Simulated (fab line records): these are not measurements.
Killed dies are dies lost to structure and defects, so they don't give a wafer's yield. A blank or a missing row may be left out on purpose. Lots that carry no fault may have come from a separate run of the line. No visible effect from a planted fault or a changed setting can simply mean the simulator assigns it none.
Comparing a struck lot with a sound one -- flow sky130 -- 17 out of 708 route steps
Sound: the wafers L702.1, L702.3, L702.6. Struck: wafers L694.2, L694.4, L694.5. Last of all comes the cause.
For every step that has rows: the tool of each side, followed by ch and its chambers, followed by its first start. Under that, the readings that differ: sound wafers -- struck wafers -- difference of the means -- sigmas: that difference in standard deviations of wafers without a fault.
alike: readings whose means differ by less than 2 such deviations, and words and numbers that are the same on both sides. not compared: withheld readings, readings that some wafer has no value for, bounds like >300 that may hide the same value, and numbers for which the record gives no deviation and whose values overlap.
Wherever a step has rows on one side only, a row that says differs or no value, or a row with sigmas, the two part there. When numbers do not overlap yet have no deviation, they are printed without sigmas and do not part them. Lack of a reading on every wafer of one side parts them only where that side has two or more wafers.

SKY_LDD_HVN_OVL_MEAS_07:
  sound: overlay-02 at day 27 19:44; struck: overlay-02 at day 25 08:59
  alike: LDD_HVN_OVL
following that, these wafers have no rows for 1 step: SKY_LDD_HVN_IMPLANT_08.
SKY_LDD_HVN_STRIP_09: strips in O2/N2.
  sound on plasma asher-01 ch 0,1, day 27 19:55; struck on plasma asher-02 ch 0,1, day 25 09:10
  alike: drypump motor current A, oes product au, strip time to endpoint s
  not compared: rf hours counter h
SKY_LDD_HVN_TW_MEAS_10:
  sound: film metro-01 at day 27 20:01; struck: film metro-02 at day 25 09:17
  alike: LDD_HVN_TW
then, 7 steps without rows for these wafers: SKY_LDD_HVP_DEHYDRATE_00 (time 60 s); SKY_LDD_HVP_HMDS_01 (prime time 60 s); SKY_LDD_HVP_COAT_02 (resist thk 300 nm); SKY_LDD_HVP_SOFTBAKE_03 (time 60 s); SKY_LDD_HVP_EXPOSE_04 (exposes mask HVPTM, target cd 700 nm); SKY_LDD_HVP_PEB_05; SKY_LDD_HVP_DEVELOP_06 (develop time 60 s).
SKY_LDD_HVP_OVL_MEAS_07:
  sound: overlay-02 at day 28 23:59; struck: overlay-02 at day 26 13:35
  alike: LDD_HVP_OVL
SKY_LDD_HVP_IMPLANT_08:
  sound on implanter-01 ch 0, day 29 00:01; struck on implanter-02 ch 0, day 26 13:38
reading,sound,struck,difference,sigmas
beam on s (s),9.86 10.02 10.08,11.12 11.51 12.30,+1.66,+8
faraday current uA,99.1 97.7 96.6,87.8 85.4 79.5,-13.6,-7
  alike: tilt deg
SKY_LDD_HVP_STRIP_09: strips in O2/N2.
  sound on plasma asher-04 ch 0,1, day 29 00:10; struck on plasma asher-04 ch 0,1, day 26 13:46
  alike: drypump motor current A, oes product au, strip time to endpoint s
  not compared: rf hours counter h
SKY_LDD_HVP_TW_MEAS_10:
  sound: film metro-03 at day 29 00:16; struck: film metro-04 at day 26 13:53
reading,sound,struck,difference,sigmas
LDD_HVP_TW,468 467 469,482 478 476,+11,+2
then, 1 step without rows for these wafers: SKY_LDD_LDN_DEHYDRATE_00 (time 60 s).
-- a jump in the record: the struck wafers' starts before and after are 22 days apart (it breaks off in module LDD_LDN and resumes in module PAD_OPEN, where the first step shown is number 708 of the route) --
SKY_PAD_OPEN_PROBE_99:
  sound: prober-01 at day 50 10:46; struck: prober-01 at day 49 00:57
reading,sound,struck,difference,sigmas
model.etest.tip_p_5v.rs ohm sq,2816 2811 2845,2527 2508 2515,-307,
  alike: killed_at_M0_to_M3, killed_at_M4_up, killed at contacts, killed at front end, killed at other, killed dies, killed open, killed short

WHERE THEY PART
Earliest at SKY_LDD_HVP_IMPLANT_08; latest, in this record, at SKY_LDD_HVP_TW_MEAS_10. Later steps at which nothing parts them and some readings are alike: SKY_PAD_OPEN_PROBE_99.

WHY: whatever the simulator had introduced
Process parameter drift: implanter-02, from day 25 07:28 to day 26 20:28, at SKY_LDD_HVP_IMPLANT_08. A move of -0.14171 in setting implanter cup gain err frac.
